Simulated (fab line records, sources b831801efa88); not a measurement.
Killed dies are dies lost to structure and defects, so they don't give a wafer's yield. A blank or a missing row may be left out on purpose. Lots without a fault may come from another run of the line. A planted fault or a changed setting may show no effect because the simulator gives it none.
Which tool did it? | flow gf180mcu | 6 lots, 17 wafers sampled, at 2 steps of a route of 602

WHAT THE GAUGES READ, wafer by wafer
GF_V5_THK_MEAS_01.
lot  | measured     | on            | V5_CVD_00_THK (nm)
L225 | day 27 05:14 | film_metro-03 | 306 299 300
L227 | day 27 23:08 | film_metro-03 | 300 296 294
L230 | day 28 16:14 | film_metro-03 | 305 305 301
L234 | day 29 15:43 | film_metro-04 | 305 303
L238 | day 30 18:17 | film_metro-03 | 301 302 304
L244 | day 32 09:29 | film_metro-03 | 301 300 298

WHICH TOOL RAN EACH LOT (tool, then ch and the chambers of the sampled wafers, then the start)
lot  | GF_V4_ETCH_17
L225 | rie_diel-01 ch 0,1,2, day 27 05:14 or earlier
L227 | rie_diel-01 ch 0,2,3, day 27 23:08 or earlier
L230 | rie_diel-01 ch 0,1,3, day 28 16:14 or earlier
L234 | rie_diel-02 ch 0,2, day 29 15:43 or earlier
L238 | rie_diel-01 ch 0,1, day 30 18:17 or earlier
L244 | rie_diel-03 ch 2,3, day 32 09:29 or earlier
- GF_V4_ETCH_17: etches SiO2 in C4F8/O2/Ar, stops on TiN, target depth 630 nm.

THE ANSWER, worked out from the rows above alone
Rule: what is usual is taken from the lots themselves. Put in order of their means at a reading, lots are off if they are a third of the lots or fewer, leave a main group of 4 or more, and stand apart from it by a gap of 3 or more times the standard deviation of the main group's means; of several such gaps the widest counts. A main group whose means are all the same, to the digits that the tables above print for the reading, isn't used. A lot without any number at a reading at which 4 lots or more have one is off too. The other lots that the step has rows for count as sound.
No lot is off at any reading shown: from this, nothing can be told.

WHAT THE SIMULATOR HAD PUT IN
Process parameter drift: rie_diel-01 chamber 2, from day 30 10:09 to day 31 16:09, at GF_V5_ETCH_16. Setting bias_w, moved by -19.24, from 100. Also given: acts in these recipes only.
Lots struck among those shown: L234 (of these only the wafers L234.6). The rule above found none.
